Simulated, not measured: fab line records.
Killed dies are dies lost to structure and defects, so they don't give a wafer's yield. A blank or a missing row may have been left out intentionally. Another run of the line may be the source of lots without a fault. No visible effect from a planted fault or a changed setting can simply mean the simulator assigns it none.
fab line records    flow sky130
record: lots: 4  wafers: 12  last_day: 49
route steps=708 shown VIA2@522 METAL3@532 CAPM@537 PAD_OPEN@708
lots untouched by any fault: they come from a run of this same line in which no faults occurred
start_h: start of the lot's first displayed wafer, in hours after the record's first day    wait_h: hours elapsed since this lot's preceding step    " as in the row above    L1.1+2: one row covering several wafers at once    - value missing, or start not given    * or withheld: withheld    < > ~ a bound
route shown NAME@n: names a module that has steps shown in the file, with the first one's number in the route    usual: mean/standard deviation of fault-free wafers    same: alike in all rows    chamber/n: place in a boat    sites: readings site by site    _std_site: standard deviation across them    _edge_site: the outer-site mean with the inner-site mean subtracted    radius_mm: for every site, how far away it sits from the centre of the wafer    mask NAME#n: copy n    behind: the last tool/chamber to shape the wafer    hold: why the lot went on hold/how many hours it stayed there/how the hold came to an end    device: which transistor (n, p or np) failed to switch    end of line: the tests these same wafers got at the end of their route    a step given without rows: its recipe and nothing more    killed: at the first sort, the dies lost to defects and structure; wafer yield is something else    map: the dies of a wafer, with x for killed, . for not killed, _ for no die there
set.NAME: the setting the step ran with; set.NAME@STEP: the setting that earlier step ran with    model.NAME: the simulator's own value behind a step, which no gauge read
certain route steps with their lots: each step a table, each wafer a row
services: from which hour (start_h, from the record's first day; less than 0 if before it) a tool's chamber was out of use, for how many hours, and why
== steps ==
step: SKY_VIA2_ETCH_15
recipe: target: SiO2  chemistry: C4F8/O2/Ar  target_depth_nm: 546  stop_on: TiN  mask_material: KrF-thick  source_w: 1500  bias_w: 1200  pressure_mtorr: 40  c4f8_flow_sccm: withheld  O2_flow_sccm: 6  Ar_flow_sccm: 300  time_s: 84
step: SKY_VIA2_STRIP_16
recipe: chemistry: O2/N2  power_w: 1400  pressure_mtorr: 1500  platen_temp_c: withheld  o2_flow_sccm: 3000  n2_flow_sccm: 300  overash_fraction: 0.5
step: SKY_VIA2_STRIP_17
recipe: chemistry: post_etch_residue_remover  time_s: 1200  temp_c: 72.5
step: SKY_VIA2_CLEAN_18
recipe: chemistry: IPA  time_s: 180  temp_c: 25
step: SKY_VIA2_CLEAN_19
recipe: chemistry: O3/DIW  dry: n2_spin
step: SKY_VIA2_SPUTTER_20
recipe: material: TiN  target_thk_nm: 20  chamber_pressure_pa: 5  power_w: 4000  time_s: 80
step: SKY_VIA2_CVD_21
recipe: material: W  target_thk_nm: 420  time_s: 126.4  temp_c: 400  pressure_torr: 40
step: SKY_VIA2_CMP_24
recipe: stop_on: SiO2  t_overpolish_s: 20  down_force_psi: 3.5  platen_rpm: 60  target_thk_nm: 0  pad_velocity_m_s: 0.94248
step: SKY_METAL3_SPUTTER_00
recipe: material: Ti  target_thk_nm: 15  power_w: 3000  time_s: 10  chamber_pressure_pa: 0.4
step: SKY_METAL3_SPUTTER_01
recipe: material: TiN  target_thk_nm: 20  power_w: 6500  time_s: 16.7  chamber_pressure_pa: 0.4
step: SKY_METAL3_SPUTTER_02
recipe: material: AlCu  target_thk_nm: 735  power_w: 10600  time_s: 39.1  chamber_pressure_pa: 0.4
usual: cathode_dc_power_W: 10600/2  throttle_valve_pct: 30.0/0.97
lot.wafer  tool            chamber  start_h  wait_h  cathode_dc_power_W  throttle_valve_pct  model.AlCu_of_METAL3_SPUTTER_02.thk_nm
L237.1     pvd_sputter-01  -        866.06   0.0     10601               29.6                727.7
L237.3     "               -        "        "       10595               31.3                727.3
L237.6     "               -        "        "       10600               29.7                719.9
L241.1     pvd_sputter-01  -        903.89   0.0     10599               29.4                734.1
L241.3     "               -        "        "       10600               29.4                735.5
L241.6     "               -        "        "       10179               29.4                698.8
L243.2     pvd_sputter-01  -        936.43   0.0     10599               31.6                731.6
L243.3     "               -        "        "       10602               29.2                728.9
L243.4     "               -        "        "       10179               29.9                695.4
L253.2     pvd_sputter-04  -        982.65   0.0     10604               30.2                731.9
L253.3     "               -        "        "       10601               28.8                740.1
L253.4     "               -        "        "       10600               28.2                727.9
step: SKY_METAL3_SPUTTER_03
recipe: material: Ti  target_thk_nm: 5  power_w: 3000  time_s: 3.3  chamber_pressure_pa: 0.4
step: SKY_METAL3_SPUTTER_04
recipe: material: TiN  target_thk_nm: 70  power_w: 6500  time_s: 58.3  chamber_pressure_pa: 0.4
step: SKY_CAPM_CVD_00
recipe: material: SiO2  target_thk_nm: 15.5  temp_c: 400  time_s: withheld  rf_w: 450
step: SKY_CAPM_SPUTTER_02
recipe: material: TiN  target_thk_nm: 200  temp_c: 300  power_w: 6500  time_s: 166.7  chamber_pressure_pa: 0.4
step: SKY_CAPM_DEHYDRATE_05
recipe: temp_c: 200  time_s: 60
step: SKY_CAPM_HMDS_06
recipe: prime_time_s: 60  prime_temp_c: 120
step: SKY_CAPM_COAT_07
recipe: resist: NOVOLAK  spin_rpm: 3000  resist_thk_nm: 1140
step: SKY_CAPM_SOFTBAKE_08
recipe: temp_c: 90  time_s: 60  resist: NOVOLAK
step: SKY_CAPM_EXPOSE_09
recipe: mask_id: CAPM  na: 0.6  source_shape: conventional  sigma_outer: 0.6  polarization: unpolarized  target_cd_nm: 1000  dose_mj: 159
step: SKY_CAPM_PEB_10
recipe: temp_c: withheld  time_s: *  resist: NOVOLAK
step: SKY_CAPM_DEVELOP_11
recipe: resist: NOVOLAK  developer: TMAH  develop_time_s: 60  dev_temp_c: 23
step: SKY_CAPM_METAL_ETCH_13
recipe: target_depth_nm: 220  stop_on: SiO2  chemistry: Cl2/BCl3  target: TiN  pressure_mtorr: 10  icp_w: 900  bias_w: 48.5  Cl2_flow_sccm: 60  bcl3_flow_sccm: 30  time_s: 62.9
step: SKY_CAPM_STRIP_14
recipe: chemistry: O2/N2  power_w: 1400  pressure_mtorr: 1500  platen_temp_c: withheld  o2_flow_sccm: 3000  n2_flow_sccm: 300  overash_fraction: 0.5
step: SKY_CAPM_STRIP_15
recipe: chemistry: post_etch_residue_remover  time_s: 1200  temp_c: 72.5
step: SKY_CAPM_CLEAN_16
recipe: chemistry: IPA  time_s: 180  temp_c: 25
step: SKY_CAPM_CLEAN_17
recipe: chemistry: O3/DIW  dry: n2_spin
step: SKY_METAL3_DEHYDRATE_05
recipe: temp_c: 200  time_s: 60
step: SKY_METAL3_HMDS_06
recipe: prime_time_s: 60  prime_temp_c: 120
step: SKY_METAL3_COAT_07
recipe: resist: BARC  temp_c: withheld  time_s: withheld  spin_rpm: 3000  resist_thk_nm: 60
step: SKY_METAL3_COAT_08
recipe: resist: KrF-thick  spin_rpm: 2929  resist_thk_nm: 1140
step: SKY_METAL3_SOFTBAKE_09
recipe: temp_c: 100  time_s: 90  resist: KrF-thick
step: SKY_METAL3_EXPOSE_10
recipe: mask_id: MM3  na: 0.68  source_shape: annular  sigma_inner: 0.4  sigma_outer: 0.8  target_cd_nm: 300  dose_mj: 28
step: SKY_METAL3_PEB_11
recipe: peb_temp_c: withheld  peb_time_s: withheld  resist: KrF-thick
step: SKY_METAL3_DEVELOP_12
recipe: develop_time_s: 60  resist: KrF-thick  dev_temp_c: 21
step: SKY_METAL3_METAL_ETCH_18
recipe: target_depth_a: 8450  stop_on: SiO2  over_etch_frac: 0.3  time_s: 183.1  chemistry: Cl2/BCl3  resist_sidewall_deg: 88  pressure_mtorr: 10  icp_w: 900  bias_w: 48.5  Cl2_flow_sccm: 60  bcl3_flow_sccm: 30
usual: bcl3_flow_sccm: 29.99/0.098  drypump_motor_current_A: 5.8/0.4  oes_product_au: 0.864/0.0066  throttle_valve_pct: 22.265/0.0098
lot.wafer  tool          chamber  start_h  wait_h  bcl3_flow_sccm  drypump_motor_current_A  oes_product_au  rf_hours_counter_h  throttle_valve_pct  model.METAL3.feature_depth_nm  model.etch.depth_nm
L237.1     rie_metal-03  0        916.96   0.0     29.99           6.1                      0.863           10                  22.259              857.9                          857.9
L237.3     "             0        "        "       29.91           6.1                      0.853           -                   22.265              857.8                          857.8
L237.6     "             0        "        "       30.07           6.1                      0.857           -                   22.255              849.9                          849.9
L241.1     rie_metal-02  0        954.01   0.0     29.94           6.3                      0.862           13                  22.284              862.2                          862.2
L241.3     "             0        "        "       29.92           6.4                      0.863           -                   22.261              864.7                          864.7
L241.6     "             0        "        "       30.07           6.4                      0.845           -                   22.256              828.3                          828.3
L243.2     rie_metal-01  1        985.56   0.0     30.11           6.0                      0.866           7                   22.266              861.3                          861.3
L243.3     "             1        "        "       29.97           6.0                      0.865           -                   22.258              858.7                          858.7
L243.4     "             0        "        "       29.92           5.6                      0.846           -                   22.263              825.7                          825.7
L253.2     rie_metal-03  1        1029.49  0.0     29.90           5.6                      0.864           12                  22.267              861.6                          861.6
L253.3     "             0        "        "       30.16           6.1                      0.869           -                   22.269              868.7                          868.7
L253.4     "             1        "        "       29.90           5.6                      0.860           -                   22.271              857.9                          857.9
step: SKY_PAD_OPEN_PROBE_99
usual: defect_limited_yield: 82.5/1.8  killed_at_M0_to_M3: 43/6.5  killed_at_M4_up: 3.1/1.8  killed_at_contacts: 24/4.8  killed_at_front_end: 15/4.7  killed_at_other: 0.3/0.58  killed_dies: 86/8.6  killed_open: 47/6.7  killed_short: 39/6.1  sort_bin_3_pad_short: 0.8/0.38  sort_bin_5_function: 10.4/1.3  sort_bin_6_memory: 6.2/1.1  sort_n_pass: 406/8.6  sort_yield_pct: 82.5/1.8
same: gross_dies: 492  killed_at_back_side: 0  sort_bin_4_leakage[%]: 0  sort_bin_8_speed[%]: 0
lot.wafer  tool       chamber  start_h  wait_h  defect_limited_yield[%]  killed_at_M0_to_M3  killed_at_M4_up  killed_at_contacts  killed_at_front_end  killed_at_other  killed_dies  killed_open  killed_short  sort_bin_3_pad_short[%]  sort_bin_5_function[%]  sort_bin_6_memory[%]  sort_n_pass  sort_yield_pct[%]  model.etest.met3.line_ohm_um  model.etest.met3.rs_ohm_sq
L237.1     prober-02  -        1085.89  0.1     81.9                     51                  4                23                  11                   0                89           54           35            1.2                      12.0                    4.9                   403          81.9               0.1442                        0.04262
L237.3     prober-02  -        1085.99  0.2     81.9                     49                  2                19                  19                   0                89           51           38            0.6                      11.0                    6.5                   403          81.9               0.1448                        0.04317
L237.6     prober-02  -        1086.14  0.2     80.5                     41                  3                27                  25                   0                96           50           46            1.0                      11.2                    7.3                   396          80.5               0.1449                        0.04344
L241.1     prober-02  -        1117.04  0.1     82.5                     42                  0                17                  27                   0                86           45           41            1.4                      10.4                    5.7                   406          82.5               0.1432                        0.04258
L241.3     prober-02  -        1117.14  0.2     83.1                     48                  0                22                  13                   0                83           55           28            0.6                      10.0                    6.3                   409          83.1               0.1435                        0.04264
L241.6     prober-02  -        1117.29  0.2     81.1                     39                  2                26                  25                   1                93           47           46            0.8                      11.0                    7.1                   399          81.1               0.1537                        0.04493
L243.2     prober-01  -        1143.48  0.1     82.3                     41                  4                32                  10                   0                87           55           32            0.6                      12.2                    4.9                   405          82.3               0.1406                        0.04247
L243.3     prober-01  -        1143.53  0.2     84.8                     37                  2                20                  16                   0                75           43           32            0.6                      7.7                     6.9                   417          84.8               0.1422                        0.04298
L243.4     prober-01  -        1143.58  0.2     79.5                     47                  3                28                  22                   1                101          46           55            1.4                      11.2                    7.9                   391          79.5               0.1477                        0.04515
L253.2     prober-01  -        1177.94  0.1     80.3                     49                  5                24                  18                   1                97           49           48            1.6                      11.8                    6.3                   395          80.3               0.1436                        0.04287
L253.3     prober-01  -        1177.99  0.2     81.3                     51                  4                25                  12                   0                92           50           42            1.0                      11.0                    6.7                   400          81.3               0.1449                        0.04279
L253.4     prober-01  -        1178.04  0.2     84.1                     33                  3                25                  17                   0                78           42           36            0.2                      9.6                     6.1                   414          84.1               0.1463                        0.04344
killed by level:class
L237.1 VIA1:geometric_particle:open=17 CONTACT:geometric_particle:open=10 VIA3:geometric_particle:open=7 VIA2:geometric_particle:open=5 LI_CONTACT:geometric_particle:open=5 METAL1:geometric_particle:short=5 FIELD_ISO:geometric_particle:short=4 METAL2:geometric_particle:short=4
L237.3 VIA1:geometric_particle:open=13 LI_CONTACT:geometric_particle:open=10 VIA2:geometric_particle:open=7 VIA3:geometric_particle:open=6 FIELD_ISO:geometric_particle:short=5 POLY_GATE:geometric_particle:short=5 METAL1:geometric_particle:short=5 VIA1:geometric_particle:short=5
L237.6 POLY_GATE:geometric_particle:short=12 LI_CONTACT:geometric_particle:open=9 CONTACT:geometric_particle:open=9 VIA1:geometric_particle:open=9 VIA1:geometric_particle:short=7 METAL1:geometric_particle:short=6 POLY_GATE:geometric_particle:open=5 CONTACT:geometric_particle:short=5
L241.1 VIA2:geometric_particle:open=10 FIELD_ISO:geometric_particle:short=9 CONTACT:geometric_particle:short=7 FIELD_ISO:geometric_particle:open=6 VIA1:geometric_particle:open=6 POLY_GATE:geometric_particle:open=5 LI_CONTACT:geometric_particle:open=5 VIA3:geometric_particle:open=5
L241.3 CONTACT:geometric_particle:open=13 METAL1:geometric_particle:short=9 VIA2:geometric_particle:open=9 VIA1:geometric_particle:open=7 FIELD_ISO:geometric_particle:open=6 LI_CONTACT:geometric_particle:open=6 METAL1:geometric_particle:open=6 VIA2:geometric_particle:short=6
L241.6 VIA1:geometric_particle:open=10 CONTACT:geometric_particle:open=9 POLY_GATE:geometric_particle:short=8 FIELD_ISO:geometric_particle:open=6 CONTACT:geometric_particle:short=6 VIA1:geometric_particle:short=6 METAL2:geometric_particle:short=6 LI_CONTACT:geometric_particle:open=5
L243.2 VIA1:geometric_particle:open=14 CONTACT:geometric_particle:open=11 VIA3:geometric_particle:open=10 LI_CONTACT:geometric_particle:open=9 CONTACT:geometric_particle:short=7 FIELD_ISO:geometric_particle:short=5 LOCAL_INTERCONNECT:geometric_particle:short=4 VIA2:geometric_particle:open=4
L243.3 VIA1:geometric_particle:open=10 FIELD_ISO:geometric_particle:short=7 CONTACT:geometric_particle:short=7 VIA2:geometric_particle:open=7 CONTACT:geometric_particle:open=6 VIA3:geometric_particle:open=6 LOCAL_INTERCONNECT:geometric_particle:open=3 METAL1:geometric_particle:short=3
L243.4 CONTACT:geometric_particle:open=15 VIA1:geometric_particle:short=8 CONTACT:geometric_particle:short=8 METAL2:geometric_particle:short=8 METAL3:geometric_particle:short=7 FIELD_ISO:geometric_particle:open=5 FIELD_ISO:geometric_particle:short=5 SPACER:geometric_particle:short=5
L253.2 VIA1:geometric_particle:open=10 CONTACT:geometric_particle:open=9 METAL1:geometric_particle:short=8 LI_CONTACT:geometric_particle:open=7 VIA3:geometric_particle:open=7 VIA3:geometric_particle:short=5 VIA2:geometric_particle:open=5 FIELD_ISO:geometric_particle:short=4
L253.3 VIA1:geometric_particle:open=12 METAL1:geometric_particle:short=11 LI_CONTACT:geometric_particle:open=9 CONTACT:geometric_particle:open=6 LOCAL_INTERCONNECT:geometric_particle:short=5 VIA2:geometric_particle:open=5 METAL3:geometric_particle:short=5 VIA3:geometric_particle:open=4
L253.4 CONTACT:geometric_particle:open=11 VIA1:geometric_particle:open=6 VIA2:geometric_particle:open=6 FIELD_ISO:geometric_particle:short=5 LI_CONTACT:geometric_particle:open=5 CONTACT:geometric_particle:short=5 POLY_GATE:geometric_particle:short=4 METAL1:geometric_particle:short=4
== services ==
tool            chamber  start_h  hours  kind
rie_metal-03    -        843.18   2.8    pm
pvd_sputter-01  -        851.09   0.8    repair
rie_metal-03    -        880.65   0.1    repair
pvd_sputter-01  -        883.96   5.5    repair
pvd_sputter-01  -        886.09   6.2    repair
pvd_sputter-01  -        886.37   1.7    repair
rie_metal-02    -        886.63   0.2    repair
rie_metal-01    -        895.79   14.6   pm
pvd_sputter-01  1        939.06   -      consumable_replace:kit
pvd_sputter-01  1        939.06   18.0   scheduled_down
pvd_sputter-01  1        939.06   18.0   vent_cycle
rie_metal-01    -        989.50   1.4    pm
pvd_sputter-04  -        1010.58  3.0    repair
== key ==
first_sign: step: SKY_METAL3_SPUTTER_02  reading: cathode_dc_power_W  direction: down  sigmas: 99+  usual: 10600  struck: 10179
effect: step: SKY_METAL3_METAL_ETCH_18  reading: oes_product_au  direction: down  sigmas: 2.9  usual: 0.864  struck: 0.846
model_effect: step: SKY_METAL3_SPUTTER_02  value: AlCu_of_METAL3_SPUTTER_02.thk_nm  without: 726.2  struck: 697.1
model_effect: step: SKY_METAL3_METAL_ETCH_18  value: METAL3.feature_depth_nm  without: 856.1  struck: 827
model_effect: step: SKY_PAD_OPEN_PROBE_99  value: etest.met3.line_ohm_um  without: 0.1446  struck: 0.1507
met_at SKY_METAL3_SPUTTER_02
struck_wafers L241.6,L243.4
onset_between 866.06 903.89
fault: kind: process_parameter_drift  tool: pvd_sputter-01  chamber: -  onset_h: 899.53  steps: SKY_METAL3_SPUTTER_02  channel: power_w  offset: *  shape: step  end_h: 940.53  acts_in: *  stated: *  scope: struck_wafers_only
